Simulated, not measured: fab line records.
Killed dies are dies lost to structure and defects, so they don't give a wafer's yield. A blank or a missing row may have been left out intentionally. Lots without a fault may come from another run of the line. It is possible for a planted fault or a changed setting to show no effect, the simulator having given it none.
fab line records	flow sky130
record: lots: 6	wafers: 18	last_day: 50
route steps=708 shown METAL3@563 VIA3@573
lots that met no fault: from a run of the same line without faults
start_h: the number of hours between the record's first day and the start of the first shown wafer of the lot	wait_h: time in hours since the lot's previous step	" as in the row above	L1.1+2: one row covering several wafers at once	- value missing, or start not given	* or withheld: withheld	< > ~ a bound
route shown NAME@n: a module of which the file shows steps, and the number in the route of the first	usual: mean/standard deviation of fault-free wafers	same: alike in all rows	chamber/n: place in a boat	sites: per-site readings	_std_site: how widely they spread, as a standard deviation	_edge_site: the outer-site mean with the inner-site mean subtracted	radius_mm: how far each site lies from the wafer's centre	mask NAME#n: copy n	behind: tool/chamber where the wafer was last shaped	hold: cause of the lot's hold/its duration in hours/its outcome	device: whichever transistor did not switch (one of n, p or np)	end of line: the same wafers' tests at the end of the route	step lacking rows: just its recipe	killed: dies that structure and defects cost at the first sort, which is not the same as the wafer's yield	map: a wafer's dies, x killed, . not, _ none there
set.NAME: the run value of the setting; set.NAME@STEP: its run value at that earlier step	model.NAME: the simulator's own value behind a step, which no gauge read
certain route steps with their lots: each step a table, each wafer a row
services: from which hour (start_h, from the record's first day; less than 0 if before it) a tool's chamber was out of use, for how many hours, and why
== steps ==
step: SKY_METAL3_CD_MEAS_13
recipe: target_cd_nm: 300
usual: cd_nm: 300.5/1.3
lot.wafer	tool	chamber	start_h	wait_h	cd_nm
L564.2	cd_sem-01	-	921.09	-	300.7
L564.4	"	-	"	"	301.2
L564.5	"	-	"	"	301.0
L569.2	cd_sem-02	-	966.39	-	302.4
L569.3	"	-	"	"	303.7
L569.6	"	-	"	"	301.7
L577.2	cd_sem-02	-	1015.36	-	299.0
L577.4	"	-	"	"	299.5
L577.5	"	-	"	"	298.6
L578.4	cd_sem-01	-	1024.15	-	299.9
L578.5	"	-	"	"	299.0
L578.6	"	-	"	"	301.3
L583.1	cd_sem-02	-	1064.40	-	299.7
L583.2	"	-	"	"	301.1
L583.6	"	-	"	"	301.3
L586.2	cd_sem-02	-	1067.86	-	302.8
L586.3	"	-	"	"	303.2
L586.6	"	-	"	"	302.7
step: SKY_METAL3_OVL_MEAS_14
usual: METAL3_OVL: 0/4.8
lot.wafer	tool	chamber	start_h	wait_h	METAL3_OVL[nm]
L564.2	overlay-02	-	921.20	0.1	2
L564.4	"	-	"	"	2
L564.5	"	-	"	"	3
L569.2	overlay-02	-	966.50	0.1	8
L569.3	"	-	"	"	10
L569.6	"	-	"	"	3
L577.2	overlay-01	-	1015.47	0.1	0
L577.4	"	-	"	"	-5
L577.5	"	-	"	"	-7
L578.4	overlay-02	-	1024.23	0.1	-5
L578.5	"	-	"	"	3
L578.6	"	-	"	"	-1
L583.1	overlay-01	-	1064.52	0.1	2
L583.2	"	-	"	"	-5
L583.6	"	-	"	"	-4
L586.2	overlay-02	-	1067.97	0.1	5
L586.3	"	-	"	"	0
L586.6	"	-	"	"	2
step: SKY_METAL3_DESCUM_15
recipe: chemistry: O2	source_power_w: 150	bias_power_w: 0	pressure_mtorr: 10	temp_c: 40	time_s: 8
usual: drypump_motor_current_A: 5.9/0.31	oes_product_au: 0.986/0.016
lot.wafer	tool	chamber	start_h	wait_h	drypump_motor_current_A	oes_product_au	rf_hours_counter_h
L564.2	rie_metal-03	1	921.23	0.0	5.7	1.018	18
L564.4	"	0	"	"	6.0	0.974	-
L564.5	"	0	"	"	6.0	0.979	-
L569.2	rie_metal-02	1	966.53	0.0	5.7	0.971	2
L569.3	"	1	"	"	5.7	0.956	-
L569.6	"	1	"	"	5.7	0.964	-
L577.2	rie_metal-04	0	1015.50	0.0	5.6	0.987	11
L577.4	"	0	"	"	5.6	0.986	-
L577.5	"	1	"	"	6.5	0.999	-
L578.4	rie_metal-03	0	1024.26	0.0	6.0	0.977	-
L578.5	"	0	"	"	6.0	0.990	-
L578.6	"	1	"	"	5.7	0.995	-
L583.1	rie_metal-03	1	1064.56	0.0	5.7	0.976	5
L583.2	"	0	"	"	6.0	0.971	11
L583.6	"	0	"	"	6.0	0.977	-
L586.2	rie_metal-02	0	1068.00	0.0	6.1	0.998	15
L586.3	"	0	"	"	6.1	0.986	-
L586.6	"	0	"	"	6.1	0.996	-
step: SKY_METAL3_ETCH_16
recipe: chemistry: N2/H2	target: BARC	ion_energy_ev: 200	bias_w: 100	pressure_mtorr: 30	n2_flow_sccm: 100	h2_flow_sccm: 200	icp_w: 500	stop_on: SiO2	time_s: 88.2	target_depth_a: 600
usual: drypump_motor_current_A: 5.9/0.31	oes_product_au: 0.626/0.0045	throttle_valve_pct: 13.204/0.0083
lot.wafer	tool	chamber	start_h	wait_h	drypump_motor_current_A	oes_product_au	rf_hours_counter_h	throttle_valve_pct
L564.2	rie_metal-03	1	921.26	0.0	5.7	0.631	18	13.205
L564.4	"	0	"	"	6.0	0.629	-	13.203
L564.5	"	0	"	"	6.0	0.628	-	13.196
L569.2	rie_metal-02	1	966.56	0.0	5.7	0.628	2	13.188
L569.3	"	1	"	"	5.7	0.621	-	13.199
L569.6	"	1	"	"	5.7	0.626	-	13.203
L577.2	rie_metal-04	0	1015.53	0.0	5.6	0.625	11	13.212
L577.4	"	0	"	"	5.6	0.634	-	13.213
L577.5	"	1	"	"	6.6	0.630	-	13.211
L578.4	rie_metal-03	0	1024.31	0.0	6.0	0.623	-	13.208
L578.5	"	0	"	"	6.0	0.620	-	13.200
L578.6	"	1	"	"	5.7	0.633	-	13.208
L583.1	rie_metal-03	1	1064.59	0.0	5.7	0.630	5	13.197
L583.2	"	0	"	"	6.0	0.618	11	13.212
L583.6	"	0	"	"	6.0	0.625	-	13.221
L586.2	rie_metal-02	0	1068.03	0.0	6.1	0.632	15	13.204
L586.3	"	0	"	"	6.0	0.614	-	13.205
L586.6	"	0	"	"	6.0	0.629	-	13.201
step: SKY_METAL3_ETCH_17
recipe: target: SiO2	stop_on: TiN	chemistry: C4F8/O2/Ar	source_w: 1500	bias_w: 1200	pressure_mtorr: 40	c4f8_flow_sccm: withheld	O2_flow_sccm: 6	Ar_flow_sccm: 300	time_s: 3.9	target_depth_a: 150
usual: oes_product_au: 0.755/0.0078
lot.wafer	tool	chamber	start_h	wait_h	oes_product_au
L564.2	rie_diel-01	1	921.36	0.1	0.745
L564.4	"	0	"	"	0.766
L564.5	"	1	"	"	0.763
L569.2	rie_diel-02	2	966.66	0.1	0.753
L569.3	"	3	"	"	0.746
L569.6	"	2	"	"	0.762
L577.2	rie_diel-01	2	1015.63	0.1	0.760
L577.4	"	1	"	"	0.756
L577.5	"	1	"	"	0.745
L578.4	rie_diel-04	1	1024.38	0.0	0.753
L578.5	"	3	"	"	0.765
L578.6	"	0	"	"	0.754
L583.1	rie_diel-04	3	1064.69	0.1	0.748
L583.2	"	2	"	"	0.744
L583.6	"	0	"	"	0.753
L586.2	rie_diel-02	3	1068.13	0.1	0.757
L586.3	"	0	"	"	0.757
L586.6	"	0	"	"	0.750
step: SKY_METAL3_METAL_ETCH_18
recipe: target_depth_a: 8450	stop_on: SiO2	over_etch_frac: 0.3	time_s: 183.1	chemistry: Cl2/BCl3	resist_sidewall_deg: 88	pressure_mtorr: 10	icp_w: 900	bias_w: 48.5	Cl2_flow_sccm: 60	bcl3_flow_sccm: 30
step: SKY_METAL3_STRIP_19
recipe: chemistry: O2/N2	power_w: 1400	pressure_mtorr: 1500	platen_temp_c: withheld	o2_flow_sccm: 3000	n2_flow_sccm: 300	overash_fraction: 0.5
usual: drypump_motor_current_A: 5.7/0.39	oes_product_au: 0.507/0.0065	strip_time_to_endpoint_s: 6.66/0.12
lot.wafer	tool	chamber	start_h	wait_h	drypump_motor_current_A	oes_product_au	rf_hours_counter_h	strip_time_to_endpoint_s
L564.2	plasma_asher-04	0	921.56	0.1	6.1	0.513	112	6.63
L564.4	"	0	"	"	6.1	0.513	-	6.68
L564.5	"	0	"	"	6.1	0.512	-	6.69
L569.2	plasma_asher-04	1	967.03	0.2	4.9	0.514	117	6.76
L569.3	"	1	"	"	4.9	0.514	-	6.86
L569.6	"	0	"	"	6.1	0.520	-	6.80
L577.2	plasma_asher-01	1	1015.82	0.1	5.5	0.516	87	6.95
L577.4	"	1	"	"	5.5	0.507	-	6.58
L577.5	"	1	"	"	5.5	0.504	-	6.57
L578.4	plasma_asher-01	0	1024.61	0.1	6.0	0.503	-	6.64
L578.5	"	1	"	"	5.4	0.503	-	6.68
L578.6	"	0	"	"	6.0	0.502	-	6.51
L583.1	plasma_asher-04	0	1064.88	0.1	6.1	0.508	0	6.68
L583.2	"	1	"	"	4.9	0.498	0	6.59
L583.6	"	0	"	"	6.1	0.503	-	6.64
L586.2	plasma_asher-04	0	1068.33	0.1	6.1	0.511	0	6.77
L586.3	"	1	"	"	4.9	0.506	-	6.61
L586.6	"	0	"	"	6.1	0.505	-	6.68
step: SKY_METAL3_STRIP_20
recipe: chemistry: post_etch_residue_remover	time_s: 1200	temp_c: 72.5
step: SKY_METAL3_CLEAN_21
recipe: chemistry: IPA	time_s: 180	temp_c: 25
step: SKY_METAL3_CLEAN_22
recipe: chemistry: O3/DIW	dry: n2_spin
step: SKY_VIA3_HDPCVD_00
recipe: material: SiO2	target_thk_nm: 1635	sigma_open_frac: 0.3	time_s: 272.5	temp_c: 400	sih4_flow_sccm: 60	pressure_mtorr: 6
step: SKY_VIA3_THK_MEAS_01
recipe: reads: SiO2_of_VIA3_HDPCVD_00
usual: VIA3_HDPCVD_THK: 1635/17
lot.wafer	tool	chamber	start_h	wait_h	VIA3_HDPCVD_THK[nm]
L564.2	film_metro-02	-	922.38	0.1	1670
L564.4	"	-	"	"	1648
L564.5	"	-	"	"	1626
L569.2	film_metro-03	-	967.84	0.1	1672
L569.3	"	-	"	"	1623
L569.6	"	-	"	"	1614
L577.2	film_metro-02	-	1016.63	0.1	1632
L577.4	"	-	"	"	1612
L577.5	"	-	"	"	1625
L578.4	film_metro-02	-	1025.38	0.0	1632
L578.5	"	-	"	"	1634
L578.6	"	-	"	"	1642
L583.1	film_metro-03	-	1065.64	0.1	1634
L583.2	"	-	"	"	1646
L583.6	"	-	"	"	1622
L586.2	film_metro-04	-	1069.09	0.1	1605
L586.3	"	-	"	"	1601
L586.6	"	-	"	"	1642
step: SKY_VIA3_CMP_02
recipe: material: SiO2	down_force_psi: 4	platen_rpm: 60	pad_velocity_m_s: 0.94248
usual: edge_zone_pressure_frac: 1.000/0.0046	head_pressure_psi: 4.000/0.0093	motor_current_A: 11.9/1.1
lot.wafer	tool	chamber	start_h	wait_h	edge_zone_pressure_frac	head_pressure_psi	motor_current_A	model.SiO2_of_VIA3_HDPCVD_00.thk_nm
L564.4	cmp-02	3	922.53	0.1	0.995	4.010	11.9	466.2
L564.2	"	0	"	"	1.005	3.993	10.3	465.1
L564.5	"	1	"	"	1.002	3.993	12.1	465.6
L569.2	cmp-02	1	967.89	0.0	0.997	3.980	11.8	463.8
L569.3	"	3	"	"	0.999	4.007	11.0	465.6
L569.6	"	1	"	"	0.998	3.987	12.5	464.6
L577.4	cmp-02	1	1016.78	0.1	-	-	-	1613
L577.2	"	2	"	"	-	-	-	1634
L577.5	"	0	"	"	-	-	-	1625
L578.4	cmp-01	2	1028.60	3.2	-	-	-	1634
L578.5	"	3	"	"	-	-	-	1634
L578.6	"	0	"	"	-	-	-	1642
L583.2	cmp-02	0	1065.70	0.0	1.005	4.003	11.2	464.7
L583.1	"	3	"	"	0.992	4.000	11.2	466.4
L583.6	"	1	"	"	0.994	3.998	12.2	466
L586.3	cmp-01	2	1069.27	0.2	1.006	4.014	12.6	464.5
L586.2	"	3	"	"	0.986	4.001	11.7	464.3
L586.6	"	0	"	"	1.003	4.003	14.2	466.4
step: SKY_VIA3_BOW_MEAS_03
recipe: mode: bow
usual: VIA3_BOW: 80/7.9
lot.wafer	tool	chamber	start_h	wait_h	VIA3_BOW[um]
L564.2	film_metro-03	-	922.75	0.1	79
L564.4	"	-	"	"	78
L564.5	"	-	"	"	86
L569.2	film_metro-02	-	968.21	0.3	81
L569.3	"	-	"	"	82
L569.6	"	-	"	"	80
L577.2	film_metro-04	-	1017.00	0.1	143
L577.4	"	-	"	"	140
L577.5	"	-	"	"	159
L578.4	film_metro-03	-	1028.81	0.2	125
L578.5	"	-	"	"	127
L578.6	"	-	"	"	137
L583.1	film_metro-04	-	1066.00	0.1	78
L583.2	"	-	"	"	92
L583.6	"	-	"	"	87
L586.2	film_metro-03	-	1069.49	0.1	93
L586.3	"	-	"	"	66
L586.6	"	-	"	"	82
step: SKY_VIA3_DEHYDRATE_04
recipe: temp_c: 200	time_s: 60
step: SKY_VIA3_HMDS_05
recipe: prime_time_s: 60	prime_temp_c: 120
step: SKY_VIA3_COAT_06
recipe: resist: BARC	temp_c: withheld	time_s: withheld	spin_rpm: 3000	resist_thk_nm: 60
step: SKY_VIA3_COAT_07
recipe: resist: KrF-thick	spin_rpm: 3000	resist_thk_nm: 450
step: SKY_VIA3_SOFTBAKE_08
recipe: temp_c: 100	time_s: 90	resist: KrF-thick
step: SKY_VIA3_EXPOSE_09
recipe: mask_id: VIM3	na: 0.8	source_shape: annular	sigma_inner: 0.55	sigma_outer: 0.85	target_cd_nm: 200	dose_mj: 38
step: SKY_VIA3_PEB_10
recipe: peb_temp_c: withheld	peb_time_s: withheld	resist: KrF-thick
step: SKY_VIA3_DEVELOP_11
recipe: develop_time_s: 60	resist: KrF-thick	dev_temp_c: 21
step: SKY_VIA3_CD_MEAS_12
recipe: target_cd_nm: 200
usual: cd_nm: 200.5/1.6
lot.wafer	tool	chamber	start_h	wait_h	cd_nm
L564.2	cd_sem-01	-	947.29	-	201.1
L564.4	"	-	"	"	199.8
L564.5	"	-	"	"	200.5
L569.2	cd_sem-02	-	992.64	-	199.6
L569.3	"	-	"	"	198.8
L569.6	"	-	"	"	199.1
L577.2	cd_sem-02	-	1038.12	-	200.3
L577.4	"	-	"	"	199.8
L577.5	"	-	"	"	200.4
L578.4	cd_sem-01	-	1050.83	-	201.4
L578.5	"	-	"	"	200.6
L578.6	"	-	"	"	200.9
L583.1	cd_sem-01	-	1087.27	-	200.5
L583.2	"	-	"	"	200.3
L583.6	"	-	"	"	200.6
L586.2	cd_sem-01	-	1091.17	-	200.3
L586.3	"	-	"	"	201.3
L586.6	"	-	"	"	201.6
step: SKY_VIA3_OVL_MEAS_13
usual: VIA3_OVL: 0/5.8
lot.wafer	tool	chamber	start_h	wait_h	VIA3_OVL[nm]
L564.2	overlay-02	-	947.40	0.1	2
L564.4	"	-	"	"	2
L564.5	"	-	"	"	7
L569.2	overlay-01	-	992.75	0.1	-1
L569.3	"	-	"	"	3
L569.6	"	-	"	"	-1
L577.2	overlay-02	-	1038.23	0.1	1
L577.4	"	-	"	"	6
L577.5	"	-	"	"	3
L578.4	overlay-02	-	1050.91	0.1	5
L578.5	"	-	"	"	0
L578.6	"	-	"	"	6
L583.1	overlay-01	-	1087.39	0.1	-1
L583.2	"	-	"	"	7
L583.6	"	-	"	"	-3
L586.2	overlay-01	-	1091.28	0.1	-1
L586.3	"	-	"	"	-4
L586.6	"	-	"	"	-11
step: SKY_VIA3_ETCH_14
recipe: chemistry: N2/H2	target: BARC	ion_energy_ev: 200	source_w: 500	bias_w: 100	pressure_mtorr: 30	n2_flow_sccm: 100	h2_flow_sccm: 200	stop_on: SiO2	time_s: 45.9	target_depth_a: 600
usual: drypump_motor_current_A: 5.8/0.43	oes_product_au: 0.854/0.0051	throttle_valve_pct: 13.225/0.0093
lot.wafer	tool	chamber	start_h	wait_h	drypump_motor_current_A	oes_product_au	rf_hours_counter_h	throttle_valve_pct
L564.2	rie_diel-03	0	947.43	0.0	5.7	0.851	3	13.218
L564.4	"	3	"	"	5.3	0.845	24	13.226
L564.5	"	2	"	"	6.2	0.859	-	13.227
L569.2	rie_diel-04	3	992.78	0.0	5.6	0.857	11	13.218
L569.3	"	1	"	"	6.1	0.845	15	13.232
L569.6	"	3	"	"	5.6	0.854	-	13.228
L577.2	rie_diel-04	2	1038.26	0.0	5.6	0.856	18	13.209
L577.4	"	0	"	"	5.3	0.851	17	13.230
L577.5	"	2	"	"	5.6	0.855	-	13.223
L578.4	rie_diel-03	0	1050.93	0.0	5.7	0.849	7	13.220
L578.5	"	3	"	"	5.3	0.854	-	13.236
L578.6	"	2	"	"	6.2	0.860	-	13.226
L583.1	rie_diel-01	2	1087.43	0.0	5.8	0.849	20	13.220
L583.2	"	3	"	"	5.0	0.850	13	13.222
L583.6	"	0	"	"	6.1	0.863	-	13.220
L586.2	rie_diel-01	2	1091.31	0.0	5.8	0.856	20	13.237
L586.3	"	0	"	"	6.1	0.851	18	13.217
L586.6	"	1	"	"	6.2	0.857	-	13.216
step: SKY_VIA3_ETCH_15
recipe: target: SiO2	chemistry: C4F8/O2/Ar	target_depth_nm: 507	stop_on: TiN	mask_material: KrF-thick	source_w: 1500	bias_w: 1200	pressure_mtorr: 40	c4f8_flow_sccm: withheld	O2_flow_sccm: 6	Ar_flow_sccm: 300	time_s: 78
usual: oes_product_au: 0.946/0.005
lot.wafer	tool	chamber	start_h	wait_h	oes_product_au	rf_hours_counter_h	model.VIA3.feature_depth_nm	model.etch.depth_nm
L564.2	rie_diel-03	0	947.47	0.0	0.947	3	465.1	465.1
L564.4	"	3	"	"	0.955	24	466.2	466.2
L564.5	"	2	"	"	0.948	-	465.6	465.6
L569.2	rie_diel-04	3	992.82	0.0	0.947	11	463.8	463.8
L569.3	"	1	"	"	0.941	15	465.6	465.6
L569.6	"	3	"	"	0.941	-	464.6	464.6
L577.2	rie_diel-04	2	1038.30	0.0	1.659	18	518	518
L577.4	"	0	"	"	1.579	17	487.5	487.5
L577.5	"	2	"	"	1.643	-	514.9	514.9
L578.4	rie_diel-03	0	1050.97	0.0	1.593	7	492.4	492.4
L578.5	"	3	"	"	1.604	-	498.6	498.6
L578.6	"	2	"	"	1.643	-	513.2	513.2
L583.1	rie_diel-01	2	1087.47	0.0	0.957	20	466.4	466.4
L583.2	"	3	"	"	0.948	13	464.7	464.7
L583.6	"	0	"	"	0.941	-	466	466
L586.2	rie_diel-01	2	1091.35	0.0	0.953	20	464.3	464.3
L586.3	"	0	"	"	0.945	18	464.5	464.5
L586.6	"	1	"	"	0.946	-	466.4	466.4
step: SKY_VIA3_STRIP_16
recipe: chemistry: O2/N2	power_w: 1400	pressure_mtorr: 1500	platen_temp_c: withheld	o2_flow_sccm: 3000	n2_flow_sccm: 300	overash_fraction: 0.5
step: SKY_VIA3_STRIP_17
recipe: chemistry: post_etch_residue_remover	time_s: 1200	temp_c: 72.5
step: SKY_VIA3_CLEAN_18
recipe: chemistry: IPA	time_s: 180	temp_c: 25
step: SKY_VIA3_CLEAN_19
recipe: chemistry: O3/DIW	dry: n2_spin
step: SKY_VIA3_SPUTTER_20
recipe: material: TiN	target_thk_nm: 20	chamber_pressure_pa: 5	power_w: 4000	time_s: 80
step: SKY_VIA3_CVD_21
recipe: material: W	target_thk_nm: 390	time_s: 117.31	temp_c: 400	pressure_torr: 40
step: SKY_VIA3_CMP_24
recipe: stop_on: SiO2	t_overpolish_s: 20	down_force_psi: 3.5	platen_rpm: 60	target_thk_nm: 0	pad_velocity_m_s: 0.94248
usual: edge_zone_pressure_frac: 1.000/0.0047	head_pressure_psi: 3.500/0.0073	motor_current_A: 10.8/0.89
lot.wafer	tool	chamber	start_h	wait_h	edge_zone_pressure_frac	head_pressure_psi	motor_current_A	model.SiO2_of_VIA3_HDPCVD_00.thk_nm
L564.4	cmp-01	0	949.10	0.0	0.995	3.499	13.2	461.8
L564.2	"	2	"	"	0.998	3.503	12.2	460.7
L564.5	"	0	"	"	1.002	3.507	12.2	461.2
L569.3	cmp-02	0	993.93	0.1	1.004	3.509	9.8	461.2
L569.2	"	1	"	"	0.999	3.498	11.4	459.4
L569.6	"	0	"	"	0.999	3.500	9.7	460.2
L577.4	cmp-01	2	1039.37	0.1	1.000	3.490	12.5	1609
L577.2	"	3	"	"	0.990	3.490	10.7	1630
L577.5	"	1	"	"	1.003	3.487	10.1	1621
L578.4	cmp-02	0	1052.03	0.1	0.997	3.511	9.5	1629
L578.6	"	3	"	"	1.004	3.496	10.9	1638
L578.5	"	0	"	"	1.002	3.507	10.1	1630
L583.1	cmp-02	1	1088.59	0.1	1.001	3.492	11.6	462
L583.2	"	2	"	"	0.994	3.497	10.2	460.3
L583.6	"	3	"	"	0.989	3.495	10.8	461.6
L586.2	cmp-02	1	1092.47	0.1	0.996	3.497	11.7	459.9
L586.3	"	2	"	"	1.000	3.509	10.2	460.1
L586.6	"	0	"	"	0.998	3.497	9.8	462
== services ==
tool	chamber	start_h	hours	kind
cmp-01	-	899.94	4.1	pm
cmp-02	-	904.19	5.7	pm
rie_diel-03	0	912.96	3.5	repair
cmp-01	-	919.72	4.0	pm
rie_diel-04	2	927.78	2.6	repair
plasma_asher-01	-	931.62	1.1	repair
rie_diel-04	-	936.95	0.4	repair
cmp-01	-	941.70	0.7	repair
rie_metal-04	0	946.43	21.8	repair
cmp-01	-	952.95	6.3	pm
cmp-01	-	968.12	1.2	repair
plasma_asher-04	-	975.90	1.7	repair
rie_diel-04	-	983.11	0.5	repair
rie_metal-04	-	985.59	14.6	pm
rie_diel-04	0	990.20	7.2	repair
plasma_asher-04	-	991.81	4.0	repair
cmp-01	-	998.62	28.9	repair
plasma_asher-04	-	1029.24	0.6	repair
rie_diel-03	2	1031.12	2.1	repair
plasma_asher-04	-	1046.59	2.1	repair
rie_diel-01	-	1049.59	15.6	pm
plasma_asher-04	-	1055.25	9.0	pm
cmp-01	-	1056.47	1.7	repair
cmp-02	-	1084.28	4.0	pm
== key ==
first_sign: step: SKY_VIA3_CMP_02	reading: tool_record	direction: missing
effect: step: SKY_VIA3_BOW_MEAS_03	reading: VIA3_BOW	direction: up	sigmas: 7.4	usual: 80	struck: 139
effect: step: SKY_VIA3_ETCH_15	reading: oes_product_au	direction: up	sigmas: 99+	usual: 0.946	struck: 1.620
model_effect: step: SKY_VIA3_CMP_02	value: SiO2_of_VIA3_HDPCVD_00.thk_nm	without: 465.2	struck: 1630
model_effect: step: SKY_VIA3_ETCH_15	value: VIA3.feature_depth_nm	without: 465.2	struck: 504.1
model_effect: step: SKY_VIA3_CMP_24	value: SiO2_of_VIA3_HDPCVD_00.thk_nm	without: 460.8	struck: 1626
met_at SKY_VIA3_CMP_02
struck_wafers L577.2,L577.4,L577.5,L578.4,L578.5,L578.6
later_rows_left_out L577.2,L577.4,L577.5,L578.4,L578.5,L578.6
sort_left_out L577.2,L577.4,L577.5,L578.4,L578.5,L578.6
onset_between 967.89 1016.78
fault: kind: skipped_step_whole	tool: cmp-01,cmp-02	chamber: -	onset_h: 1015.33	steps: SKY_VIA3_CMP_02	scope: struck_lots_only
sort_left_out: the simulated sort isn't trusted on such a fault, so these wafers' sort isn't shown, and their yield isn't known
later_rows_left_out: the simulator's readings of these wafers behind a module that went badly wrong aren't trusted and aren't shown, but for the sort
